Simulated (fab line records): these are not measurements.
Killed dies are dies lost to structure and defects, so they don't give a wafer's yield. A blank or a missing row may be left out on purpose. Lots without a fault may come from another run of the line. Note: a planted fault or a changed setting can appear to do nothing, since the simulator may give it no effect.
fab line records -- flow sky130
record: lots: 6, wafers: 18, lastDay: 50
route steps=708 shown METAL3@534 CAPM@537 PAD_OPEN@708
lots untouched by any fault: they come from a run of this same line in which no faults occurred
startH: the number of hours between the record's first day and the start of the first shown wafer of the lot -- waitH: hours elapsed since this lot's preceding step -- " as in the row above -- L1.1+2: a single row standing in for several wafers -- - value missing, or start not given -- * or withheld: withheld -- < > ~ a bound
route shown NAME@n: NAME is a module with steps in the file, n the number in the route of the first one -- usual: mean/standard deviation taken from wafers without a fault -- same: alike in all rows -- chamber/n: place in a boat -- sites: per-site readings -- _std_site: the values' standard deviation -- _edge_site: inner sites' mean taken away from outer sites' mean -- radiusMm: how far each site lies from the wafer's centre -- mask NAME#n: copy n -- behind: the tool/chamber that last shaped the wafer -- hold: why the lot was held/for how many hours/how that ended -- device: the transistor (n, p or np) that didn't switch -- end of line: the tests these same wafers got at the end of their route -- a step with no rows: only its recipe -- killed: at the first sort, the dies lost to defects and structure; wafer yield is something else -- map: per-die view of a wafer (x killed, . not killed, _ where there is no die)
set.NAME: the setting the step ran with; set.NAME@STEP: the setting that earlier step ran with -- model.NAME: the simulator's own value behind a step, which no gauge read
lots at selected steps of the route; one table per step, one row per wafer
services: from which hour (startH, from the record's first day; less than 0 if before it) a tool's chamber was out of use, for how many hours, and why
== steps ==
step: SKY_METAL3_SPUTTER_02
recipe: material: AlCu, targetThkNm: 735, powerW: 10600, timeS: 39.1, chamberPressurePa: 0.4
usual: cathodeDcPowerW: 10600/1.9, throttleValvePct: 29.6/1
same: timeS: 39.1
lot.wafer,tool,chamber,startH,waitH,cathodeDcPowerW,throttleValvePct
L440.2,pvdSputter-04,-,881.45,0.0,10602,30.2
L440.4,pvdSputter-04,-,881.45,0.0,10604,31.2
L440.6,pvdSputter-04,-,881.45,0.0,10598,31.2
L447.2,pvdSputter-04,-,946.55,0.0,10600,28.6
L447.3,pvdSputter-04,-,946.55,0.0,10602,30.5
L447.6,pvdSputter-04,-,946.55,0.0,10596,31.0
L453.3,pvdSputter-02,-,974.59,0.0,10602,29.0
L453.4,pvdSputter-02,-,974.59,0.0,10601,28.1
L453.6,pvdSputter-02,-,974.59,0.0,10602,29.3
L454.2,pvdSputter-02,-,984.64,0.0,10600,29.5
L454.3,pvdSputter-02,-,984.64,0.0,10598,29.0
L454.5,pvdSputter-02,-,984.64,0.0,10598,29.2
L457.3,pvdSputter-03,-,1010.40,0.0,10600,28.1
L457.4,pvdSputter-03,-,1010.40,0.0,10595,31.6
L457.5,pvdSputter-03,-,1010.40,0.0,10600,31.3
L458.2,pvdSputter-02,-,1025.42,0.0,10604,28.1
L458.4,pvdSputter-02,-,1025.42,0.0,10599,29.5
L458.6,pvdSputter-02,-,1025.42,0.0,10602,29.0
step: SKY_METAL3_SPUTTER_03
recipe: material: Ti, targetThkNm: 5, powerW: 3000, timeS: 3.3, chamberPressurePa: 0.4
usual: cathodeDcPowerW: 3000.0/0.55, throttleValvePct: 29.6/1
same: timeS: 3.3
lot.wafer,tool,chamber,startH,waitH,cathodeDcPowerW,throttleValvePct
L440.2,pvdSputter-04,-,881.49,0.0,3000.0,30.2
L440.4,pvdSputter-04,-,881.49,0.0,2999.4,30.6
L440.6,pvdSputter-04,-,881.49,0.0,2999.7,30.6
L447.2,pvdSputter-04,-,946.59,0.0,2999.5,29.0
L447.3,pvdSputter-04,-,946.59,0.0,3000.3,30.4
L447.6,pvdSputter-04,-,946.59,0.0,3000.3,30.7
L453.3,pvdSputter-02,-,974.63,0.0,3000.9,29.4
L453.4,pvdSputter-02,-,974.63,0.0,2999.4,28.1
L453.6,pvdSputter-02,-,974.63,0.0,2999.7,29.3
L454.2,pvdSputter-02,-,984.67,0.0,3000.3,29.4
L454.3,pvdSputter-02,-,984.67,0.0,2999.6,29.4
L454.5,pvdSputter-02,-,984.67,0.0,3001.6,29.2
L457.3,pvdSputter-03,-,1010.44,0.0,3000.5,28.4
L457.4,pvdSputter-03,-,1010.44,0.0,3000.2,31.2
L457.5,pvdSputter-03,-,1010.44,0.0,2999.9,31.7
L458.2,pvdSputter-02,-,1025.46,0.0,2999.9,28.0
L458.4,pvdSputter-02,-,1025.46,0.0,3000.8,29.1
L458.6,pvdSputter-02,-,1025.46,0.0,3000.2,29.2
step: SKY_METAL3_SPUTTER_04
recipe: material: TiN, targetThkNm: 70, powerW: 6500, timeS: 58.3, chamberPressurePa: 0.4
usual: cathodeDcPowerW: 6500.0/1.3, throttleValvePct: 29.6/1
same: timeS: 58.3
lot.wafer,tool,chamber,startH,waitH,cathodeDcPowerW,throttleValvePct
L440.2,pvdSputter-04,-,881.51,0.0,6500.0,30.4
L440.4,pvdSputter-04,-,881.51,0.0,6499.4,31.0
L440.6,pvdSputter-04,-,881.51,0.0,6499.3,31.1
L447.2,pvdSputter-04,-,946.61,0.0,6498.5,28.6
L447.3,pvdSputter-04,-,946.61,0.0,6499.8,30.3
L447.6,pvdSputter-04,-,946.61,0.0,6502.1,30.4
L453.3,pvdSputter-02,-,974.65,0.0,6498.2,29.3
L453.4,pvdSputter-02,-,974.65,0.0,6497.7,28.1
L453.6,pvdSputter-02,-,974.65,0.0,6498.8,29.1
L454.2,pvdSputter-02,-,984.69,0.0,6498.4,29.3
L454.3,pvdSputter-02,-,984.69,0.0,6500.1,29.0
L454.5,pvdSputter-02,-,984.69,0.0,6501.1,29.3
L457.3,pvdSputter-03,-,1010.46,0.0,6499.6,28.2
L457.4,pvdSputter-03,-,1010.46,0.0,6500.4,31.3
L457.5,pvdSputter-03,-,1010.46,0.0,6500.2,31.3
L458.2,pvdSputter-02,-,1025.48,0.0,6498.8,28.0
L458.4,pvdSputter-02,-,1025.48,0.0,6501.8,29.3
L458.6,pvdSputter-02,-,1025.48,0.0,6498.5,29.1
step: SKY_CAPM_CVD_00
recipe: material: SiO2, targetThkNm: 15.5, tempC: 400, timeS: withheld, rfW: 450
usual: heaterPowerW: 679/110
lot.wafer,tool,chamber,startH,waitH,heaterPowerW
L440.2,pecvd-04,1,881.56,0.0,949
L440.4,pecvd-04,2,881.56,0.0,615
L440.6,pecvd-04,1,881.56,0.0,964
L447.2,pecvd-03,2,946.66,0.0,648
L447.3,pecvd-03,1,946.66,0.0,645
L447.6,pecvd-03,0,946.66,0.0,728
L453.3,pecvd-01,0,974.70,0.0,760
L453.4,pecvd-01,2,974.70,0.0,735
L453.6,pecvd-01,1,974.70,0.0,469
L454.2,pecvd-03,0,984.74,0.0,726
L454.3,pecvd-03,1,984.74,0.0,703
L454.5,pecvd-03,2,984.74,0.0,691
L457.3,pecvd-01,1,1010.51,0.0,499
L457.4,pecvd-01,0,1010.51,0.0,747
L457.5,pecvd-01,1,1010.51,0.0,495
L458.2,pecvd-01,0,1025.53,0.0,806
L458.4,pecvd-01,1,1025.53,0.0,459
L458.6,pecvd-01,0,1025.53,0.0,784
step: SKY_CAPM_THK_MEAS_01
recipe: reads: SiO2_of_CAPM_CVD_00
usual: CAPM_CVD_00_THK: 15.60/0.26
lot.wafer,tool,chamber,startH,waitH,CAPM_CVD_00_THK[nm]
L440.2,filmMetro-02,-,881.59,-,15.76
L440.4,filmMetro-02,-,881.59,-,15.55
L440.6,filmMetro-02,-,881.59,-,15.78
L447.2,filmMetro-03,-,946.69,-,15.37
L447.3,filmMetro-03,-,946.69,-,15.74
L447.6,filmMetro-03,-,946.69,-,15.51
L453.3,filmMetro-04,-,974.74,-,15.45
L453.4,filmMetro-04,-,974.74,-,15.87
L453.6,filmMetro-04,-,974.74,-,16.19
L454.2,filmMetro-03,-,984.77,-,15.39
L454.3,filmMetro-03,-,984.77,-,15.47
L454.5,filmMetro-03,-,984.77,-,15.49
L457.3,filmMetro-03,-,1010.55,-,15.51
L457.4,filmMetro-03,-,1010.55,-,15.90
L457.5,filmMetro-03,-,1010.55,-,15.83
L458.2,filmMetro-02,-,1025.56,-,15.49
L458.4,filmMetro-02,-,1025.56,-,15.92
L458.6,filmMetro-02,-,1025.56,-,16.18
step: SKY_CAPM_SPUTTER_02
recipe: material: TiN, targetThkNm: 200, tempC: 300, powerW: 6710, timeS: 166.7, chamberPressurePa: 0.4
step: SKY_CAPM_RS_MEAS_03
recipe: thkMeasGauge: four-point-probe, reads: TiN_of_CAPM_SPUTTER_02
usual: CAPM_TIN_RS: 6.72/0.078
lot.wafer,tool,chamber,startH,waitH,CAPM_TIN_RS[ohm/sq]
L440.2,filmMetro-04,-,881.77,0.1,6.78
L440.4,filmMetro-04,-,881.77,0.1,6.81
L440.6,filmMetro-04,-,881.77,0.1,6.63
L447.2,filmMetro-02,-,946.87,0.1,6.74
L447.3,filmMetro-02,-,946.87,0.1,6.66
L447.6,filmMetro-02,-,946.87,0.1,6.63
L453.3,filmMetro-02,-,974.93,0.1,6.64
L453.4,filmMetro-02,-,974.93,0.1,6.71
L453.6,filmMetro-02,-,974.93,0.1,6.67
L454.2,filmMetro-02,-,984.95,0.1,6.75
L454.3,filmMetro-02,-,984.95,0.1,6.70
L454.5,filmMetro-02,-,984.95,0.1,6.80
L457.3,filmMetro-03,-,1010.74,0.1,6.67
L457.4,filmMetro-03,-,1010.74,0.1,6.73
L457.5,filmMetro-03,-,1010.74,0.1,6.73
L458.2,filmMetro-04,-,1025.74,0.1,6.62
L458.4,filmMetro-04,-,1025.74,0.1,6.64
L458.6,filmMetro-04,-,1025.74,0.1,6.63
step: SKY_CAPM_THK_MEAS_04
recipe: thkMeasGauge: xrf, reads: TiN_of_CAPM_SPUTTER_02
usual: CAPM_TIN_THK: 202.3/2.6
lot.wafer,tool,chamber,startH,waitH,CAPM_TIN_THK[nm]
L440.2,filmMetro-04,-,881.88,0.1,201.1
L440.4,filmMetro-04,-,881.88,0.1,199.9
L440.6,filmMetro-04,-,881.88,0.1,205.4
L447.2,filmMetro-02,-,946.98,0.1,202.0
L447.3,filmMetro-02,-,946.98,0.1,204.0
L447.6,filmMetro-02,-,946.98,0.1,205.3
L453.3,filmMetro-02,-,975.03,0.1,205.7
L453.4,filmMetro-02,-,975.03,0.1,203.7
L453.6,filmMetro-02,-,975.03,0.1,204.2
L454.2,filmMetro-02,-,985.06,0.1,201.1
L454.3,filmMetro-02,-,985.06,0.1,202.4
L454.5,filmMetro-02,-,985.06,0.1,199.7
L457.3,filmMetro-03,-,1010.84,0.1,203.2
L457.4,filmMetro-03,-,1010.84,0.1,200.3
L457.5,filmMetro-03,-,1010.84,0.1,200.6
L458.2,filmMetro-04,-,1025.85,0.1,205.7
L458.4,filmMetro-04,-,1025.85,0.1,205.5
L458.6,filmMetro-04,-,1025.85,0.1,207.6
step: SKY_CAPM_DEHYDRATE_05
recipe: tempC: 200, timeS: 60
step: SKY_CAPM_HMDS_06
recipe: primeTimeS: 60, primeTempC: 120
step: SKY_CAPM_COAT_07
recipe: resist: NOVOLAK, spinRpm: 3000, resistThkNm: 1140
step: SKY_CAPM_SOFTBAKE_08
recipe: tempC: 90, timeS: 60, resist: NOVOLAK
step: SKY_CAPM_EXPOSE_09
recipe: maskId: CAPM, na: 0.6, sourceShape: conventional, sigmaOuter: 0.6, polarization: unpolarized, targetCdNm: 1000, doseMj: 159
usual: exposureDoseMJCm2: 158.99/0.17, reticleTempC: 23.02/0.11
lot.wafer,tool,chamber,startH,waitH,mask,exposureDoseMJCm2,reticleTempC
L440.2,ilineStepper-02,0,894.80,-,CAPM#0,159.02,22.95
L440.4,ilineStepper-02,0,894.80,-,CAPM#0,159.05,22.97
L440.6,ilineStepper-02,0,894.80,-,CAPM#0,159.11,23.09
L447.2,ilineStepper-01,0,959.42,-,CAPM#0,159.23,23.15
L447.3,ilineStepper-01,0,959.42,-,CAPM#0,159.02,23.07
L447.6,ilineStepper-01,0,959.42,-,CAPM#0,159.06,23.16
L453.3,ilineStepper-02,0,986.83,-,CAPM#0,155.99,23.26
L453.4,ilineStepper-02,0,986.83,-,CAPM#0,156.15,23.12
L453.6,ilineStepper-02,0,986.83,-,CAPM#0,156.11,22.98
L454.2,ilineStepper-02,0,996.20,-,CAPM#0,156.24,22.93
L454.3,ilineStepper-02,0,996.20,-,CAPM#0,156.03,22.99
L454.5,ilineStepper-02,0,996.20,-,CAPM#0,156.20,22.97
L457.3,ilineStepper-01,0,1021.84,-,CAPM#0,158.92,22.96
L457.4,ilineStepper-01,0,1021.84,-,CAPM#0,158.58,23.04
L457.5,ilineStepper-01,0,1021.84,-,CAPM#0,158.70,23.04
L458.2,ilineStepper-01,0,1037.21,-,CAPM#0,158.99,23.00
L458.4,ilineStepper-01,0,1037.21,-,CAPM#0,158.82,23.01
L458.6,ilineStepper-01,0,1037.21,-,CAPM#0,159.06,23.02
step: SKY_CAPM_PEB_10
recipe: tempC: withheld, timeS: *, resist: NOVOLAK
step: SKY_CAPM_DEVELOP_11
recipe: resist: NOVOLAK, developer: TMAH, developTimeS: 60, devTempC: 23
step: SKY_CAPM_OVL_MEAS_12
usual: CAPM_OVL: -0.5/1.4
lot.wafer,tool,chamber,startH,waitH,CAPM_OVL[nm]
L440.2,overlay-01,-,907.33,0.1,2.1
L440.4,overlay-01,-,907.33,0.1,0.5
L440.6,overlay-01,-,907.33,0.1,-0.1
L447.2,overlay-01,-,970.49,0.1,-2.8
L447.3,overlay-01,-,970.49,0.1,-0.1
L447.6,overlay-01,-,970.49,0.1,0.7
L453.3,overlay-01,-,998.33,0.1,0.1
L453.4,overlay-01,-,998.33,0.1,0.5
L453.6,overlay-01,-,998.33,0.1,0.8
L454.2,overlay-02,-,1007.89,0.1,2.1
L454.3,overlay-02,-,1007.89,0.1,1.9
L454.5,overlay-02,-,1007.89,0.1,1.1
L457.3,overlay-01,-,1033.13,0.1,-2.5
L457.4,overlay-01,-,1033.13,0.1,-1.3
L457.5,overlay-01,-,1033.13,0.1,-0.9
L458.2,overlay-02,-,1047.89,0.1,0.3
L458.4,overlay-02,-,1047.89,0.1,-0.1
L458.6,overlay-02,-,1047.89,0.1,-0.4
step: SKY_CAPM_METAL_ETCH_13
recipe: targetDepthNm: 220, stopOn: SiO2, chemistry: Cl2/BCl3, target: TiN, pressureMtorr: 10, icpW: 900, biasW: 48.5, Cl2_flow_sccm: 60, bcl3FlowSccm: 30, timeS: 62.9
usual: bcl3FlowSccm: 30.02/0.091, drypumpMotorCurrentA: 5.8/0.44, heBacksideLeakSccm: 3.29/0.27, oesProductAu: 0.957/0.0073, throttleValvePct: 21.892/0.0097
same: timeS: 62.9
lot.wafer,tool,chamber,startH,waitH,bcl3FlowSccm,drypumpMotorCurrentA,heBacksideLeakSccm,oesProductAu,rfHoursCounterH,throttleValvePct,model.CAPM.cdNm
L440.2,rieMetal-04,0,907.36,0.0,29.96,6.2,3.12,0.945,10,21.895,995.5
L440.4,rieMetal-04,1,907.36,0.0,30.19,6.4,3.19,0.943,-,21.896,996.4
L440.6,rieMetal-04,0,907.36,0.0,30.01,6.2,3.06,0.965,-,21.882,995.9
L447.2,rieMetal-01,0,970.52,0.0,29.98,5.9,2.91,0.960,2,21.888,1003
L447.3,rieMetal-01,0,970.52,0.0,29.89,5.9,2.94,0.957,-,21.889,1000
L447.6,rieMetal-01,0,970.52,0.0,29.89,5.9,3.21,0.967,-,21.899,1003
L453.3,rieMetal-03,0,998.40,0.1,30.04,5.4,3.30,0.967,-,21.882,1004
L453.4,rieMetal-03,0,998.40,0.1,30.12,5.5,3.59,0.960,-,21.887,1008
L453.6,rieMetal-03,0,998.40,0.1,30.02,5.4,3.45,0.960,-,21.873,1005
L454.2,rieMetal-03,0,1007.94,0.0,30.10,5.4,3.57,0.958,-,21.903,1006
L454.3,rieMetal-03,0,1007.94,0.0,30.11,5.4,3.78,0.959,-,21.893,1006
L454.5,rieMetal-03,0,1007.94,0.0,30.03,5.4,3.60,0.946,-,21.899,1007
L457.3,rieMetal-03,0,1033.18,0.0,30.09,5.4,3.26,0.958,-,21.884,998.2
L457.4,rieMetal-03,1,1033.18,0.0,29.97,5.4,3.47,0.949,-,21.895,998.5
L457.5,rieMetal-03,1,1033.18,0.0,29.87,5.4,3.55,0.951,-,21.887,999.5
L458.2,rieMetal-01,1,1047.92,0.0,30.13,5.1,5.70,0.966,21,21.895,1001
L458.4,rieMetal-01,0,1047.92,0.0,30.03,5.8,3.12,0.959,-,21.890,1003
L458.6,rieMetal-01,0,1047.92,0.0,30.07,5.9,3.18,0.966,-,21.884,1002
step: SKY_CAPM_STRIP_14
recipe: chemistry: O2/N2, powerW: 1400, pressureMtorr: 1500, platenTempC: withheld, o2FlowSccm: 3000, n2FlowSccm: 300, overashFraction: 0.5
usual: drypumpMotorCurrentA: 5.8/0.47, oesProductAu: 0.711/0.0048, stripTimeToEndpointS: 12.68/0.055
lot.wafer,tool,chamber,startH,waitH,drypumpMotorCurrentA,oesProductAu,rfHoursCounterH,stripTimeToEndpointS
L440.2,plasmaAsher-04,0,907.44,0.1,6.1,0.712,16,12.65
L440.4,plasmaAsher-04,1,907.44,0.1,6.0,0.709,-,12.72
L440.6,plasmaAsher-04,1,907.44,0.1,6.0,0.713,-,12.67
L447.2,plasmaAsher-01,0,970.59,0.1,5.2,0.709,53,12.63
L447.3,plasmaAsher-01,1,970.59,0.1,5.2,0.708,-,12.66
L447.6,plasmaAsher-01,1,970.59,0.1,5.2,0.704,-,12.67
L453.3,plasmaAsher-01,1,998.54,0.1,5.2,0.712,-,12.68
L453.4,plasmaAsher-01,0,998.54,0.1,5.2,0.709,-,12.67
L453.6,plasmaAsher-01,1,998.54,0.1,5.1,0.710,-,12.68
L454.2,plasmaAsher-04,0,1008.07,0.1,6.1,0.708,26,12.75
L454.3,plasmaAsher-04,0,1008.07,0.1,6.0,0.714,-,12.77
L454.5,plasmaAsher-04,0,1008.07,0.1,6.1,0.707,-,12.72
L457.3,plasmaAsher-04,0,1033.26,0.1,6.1,0.698,-,12.69
L457.4,plasmaAsher-04,1,1033.26,0.1,6.0,0.710,-,12.64
L457.5,plasmaAsher-04,0,1033.26,0.1,6.0,0.713,-,12.64
L458.2,plasmaAsher-01,0,1047.99,0.1,5.2,0.710,61,12.56
L458.4,plasmaAsher-01,0,1047.99,0.1,5.2,0.709,-,12.54
L458.6,plasmaAsher-01,1,1047.99,0.1,5.2,0.702,-,12.59
step: SKY_PAD_OPEN_PROBE_99
usual: defectLimitedYield: 82.5/1.9, killed_at_M0_to_M3: 42/6.9, killed_at_M4_up: 3.2/1.7, killedAtContacts: 25/5.1, killedAtFrontEnd: 15/4.5, killedAtOther: 0.4/0.63, killedDies: 86/9.3, killedOpen: 46/7, killedShort: 39/6.9, sort_bin_3_pad_short: 0.9/0.45, sort_bin_5_function: 10.4/1.5, sort_bin_6_memory: 6.3/1.1, sortNPass: 406/9.3, sortYieldPct: 82.5/1.9
same: grossDies: 492, killedAtBackSide: 0, sort_bin_4_leakage[%]: 0, sort_bin_8_speed[%]: 0
lot.wafer,tool,chamber,startH,waitH,defectLimitedYield[%],killed_at_M0_to_M3,killed_at_M4_up,killedAtContacts,killedAtFrontEnd,killedAtOther,killedDies,killedOpen,killedShort,sort_bin_3_pad_short[%],sort_bin_5_function[%],sort_bin_6_memory[%],sortNPass,sortYieldPct[%]
L440.2,prober-01,-,1103.03,0.1,82.5,36,1,25,23,1,86,50,35,1.6,11.0,4.9,406,82.5
L440.4,prober-01,-,1103.13,0.2,80.5,40,2,33,20,1,96,61,33,0.6,11.2,7.7,396,80.5
L440.6,prober-01,-,1103.23,0.2,80.1,47,2,26,22,1,98,54,42,1.0,13.4,5.5,394,80.1
L453.3,prober-01,-,1173.69,0.2,83.5,44,6,20,10,1,81,36,45,0.8,9.8,5.9,411,83.5
L453.4,prober-01,-,1173.74,0.2,82.7,39,4,27,15,0,85,49,36,1.2,10.0,6.1,407,82.7
L453.6,prober-01,-,1173.84,0.2,83.7,40,3,23,13,1,80,46,34,0.2,9.3,6.7,412,83.7
L454.2,prober-02,-,1180.69,0.1,83.1,44,0,22,17,0,83,50,33,0.8,11.0,5.1,409,83.1
L454.3,prober-02,-,1180.74,0.2,83.3,46,4,20,12,0,82,36,46,0.6,10.2,5.9,410,83.3
L454.5,prober-02,-,1180.84,0.2,83.5,38,2,30,11,0,81,49,32,0.4,10.6,5.5,411,83.5
L458.2,prober-01,-,1208.08,0.1,81.3,47,2,30,13,0,92,53,39,1.4,11.0,6.3,400,81.3
L458.4,prober-01,-,1208.18,0.2,82.7,46,4,28,7,0,85,40,45,1.6,9.3,6.3,407,82.7
L458.6,prober-01,-,1208.28,0.2,80.5,45,2,27,22,0,96,48,48,1.2,12.4,5.9,396,80.5
killed by level:class
L440.2 LI_CONTACT:geometricParticle:open=9 VIA3:geometricParticle:open=8 VIA2:geometricParticle:open=7 CONTACT:geometricParticle:open=7 POLY_GATE:geometricParticle:short=6 CONTACT:geometricParticle:short=5 POLY_GATE:geometricParticle:open=4 VIA1:geometricParticle:open=4
L440.4 CONTACT:geometricParticle:open=15 VIA3:geometricParticle:open=12 LI_CONTACT:geometricParticle:open=11 VIA1:geometricParticle:open=7 FIELD_ISO:geometricParticle:open=4 VIA1:geometricParticle:short=4 METAL2:geometricParticle:short=4 VIA2:geometricParticle:short=4
L440.6 VIA1:geometricParticle:open=10 CONTACT:geometricParticle:short=9 VIA3:geometricParticle:open=9 LI_CONTACT:geometricParticle:open=8 CONTACT:geometricParticle:open=7 POLY_GATE:geometricParticle:short=6 METAL3:geometricParticle:short=6 FIELD_ISO:geometricParticle:open=4
L453.3 VIA1:geometricParticle:short=11 VIA1:geometricParticle:open=9 VIA2:geometricParticle:open=7 CONTACT:geometricParticle:open=6 METAL4:geometricParticle:short=5 LOCAL_INTERCONNECT:geometricParticle:short=5 LI_CONTACT:geometricParticle:open=4 VIA3:geometricParticle:short=4
L453.4 CONTACT:geometricParticle:open=12 VIA1:geometricParticle:open=10 VIA1:geometricParticle:short=7 METAL2:geometricParticle:short=7 VIA3:geometricParticle:open=6 FIELD_ISO:geometricParticle:open=5 LOCAL_INTERCONNECT:geometricParticle:short=5 LI_CONTACT:geometricParticle:open=4
L453.6 VIA2:geometricParticle:open=10 LI_CONTACT:geometricParticle:open=7 CONTACT:geometricParticle:open=7 VIA1:geometricParticle:open=7 VIA3:geometricParticle:open=5 FIELD_ISO:geometricParticle:short=4 VIA1:geometricParticle:short=4 METAL3:geometricParticle:short=4
L454.2 CONTACT:geometricParticle:open=10 VIA3:geometricParticle:open=10 VIA1:geometricParticle:open=9 VIA2:geometricParticle:open=9 POLY_GATE:geometricParticle:short=6 LOCAL_INTERCONNECT:geometricParticle:short=5 METAL1:geometricParticle:short=5 POLY_GATE:geometricParticle:open=4
L454.3 VIA1:geometricParticle:open=12 VIA1:geometricParticle:short=8 CONTACT:geometricParticle:short=7 METAL2:geometricParticle:short=7 LI_CONTACT:geometricParticle:open=6 METAL1:geometricParticle:short=4 VIA2:geometricParticle:short=4 METAL4:geometricParticle:short=4
L454.5 CONTACT:geometricParticle:open=10 LI_CONTACT:geometricParticle:open=9 CONTACT:geometricParticle:short=8 VIA1:geometricParticle:open=7 METAL2:geometricParticle:short=7 VIA2:geometricParticle:open=6 VIA1:geometricParticle:short=6 POLY_GATE:geometricParticle:open=5
L458.2 VIA1:geometricParticle:open=15 CONTACT:geometricParticle:short=9 CONTACT:geometricParticle:open=8 METAL1:geometricParticle:short=8 LI_CONTACT:geometricParticle:open=7 VIA3:geometricParticle:open=6 VIA2:geometricParticle:open=4 POLY_GATE:geometricParticle:open=3
L458.4 VIA1:geometricParticle:open=12 LI_CONTACT:geometricParticle:open=7 CONTACT:geometricParticle:short=6 METAL1:geometricParticle:short=6 CONTACT:geometricParticle:open=6 LOCAL_INTERCONNECT:geometricParticle:short=6 VIA1:geometricParticle:short=6 METAL2:geometricParticle:short=6
L458.6 VIA1:geometricParticle:open=11 LOCAL_INTERCONNECT:geometricParticle:short=8 LI_CONTACT:geometricParticle:open=7 CONTACT:geometricParticle:short=7 METAL1:geometricParticle:short=7 POLY_GATE:geometricParticle:short=6 VIA3:geometricParticle:open=6 CONTACT:geometricParticle:open=5
== services ==
tool,chamber,startH,hours,kind
pecvd-01,1,858.50,2.6,repair
rieMetal-04,1,866.54,3.6,repair
ilineStepper-01,-,878.94,3.3,repair
pecvd-03,-,880.41,2.8,pm
pecvd-03,2,883.75,1.8,repair
plasmaAsher-01,-,885.80,7.4,repair
rieMetal-04,1,891.65,6.7,repair
pvdSputter-03,-,893.67,2.5,repair
rieMetal-03,1,894.15,19.9,repair
pvdSputter-04,1,895.05,-,consumableReplace:kit
pvdSputter-02,1,925.89,-,consumableReplace:kit
pvdSputter-02,1,925.89,18.0,scheduledDown
pvdSputter-02,1,925.89,18.0,ventCycle
ilineStepper-01,-,933.13,1.7,pm
pecvd-03,-,940.29,1.5,repair
rieMetal-01,0,951.56,3.3,repair
pecvd-04,-,954.02,1.1,repair
pecvd-04,-,971.70,0.8,pm
rieMetal-04,-,997.80,0.9,repair
rieMetal-01,0,1017.30,3.6,repair
pecvd-03,-,1021.32,6.0,pm
pvdSputter-02,0,1025.53,-,consumableReplace:kit
pvdSputter-02,0,1025.53,18.0,scheduledDown
pvdSputter-02,0,1025.53,18.0,ventCycle
== key ==
firstSign: step: SKY_CAPM_EXPOSE_09, reading: exposureDoseMJCm2, direction: down, sigmas: 16, usual: *, struck: *
effect none on later readings
modelEffect: step: SKY_CAPM_METAL_ETCH_13, value: CAPM.cdNm, without: 1001, struck: 1006
metAt SKY_CAPM_EXPOSE_09
struckWafers L453.3,L453.4,L453.6,L454.2,L454.3,L454.5
onsetBetween 894.80 986.83
fault: kind: processParameterDrift, tool: ilineStepper-02, chamber: -, onsetH: 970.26, steps: SKY_CAPM_EXPOSE_09, channel: doseMj, offset: -2.9016, shape: step, actsIn: theseRecipesOnly, stated: 159
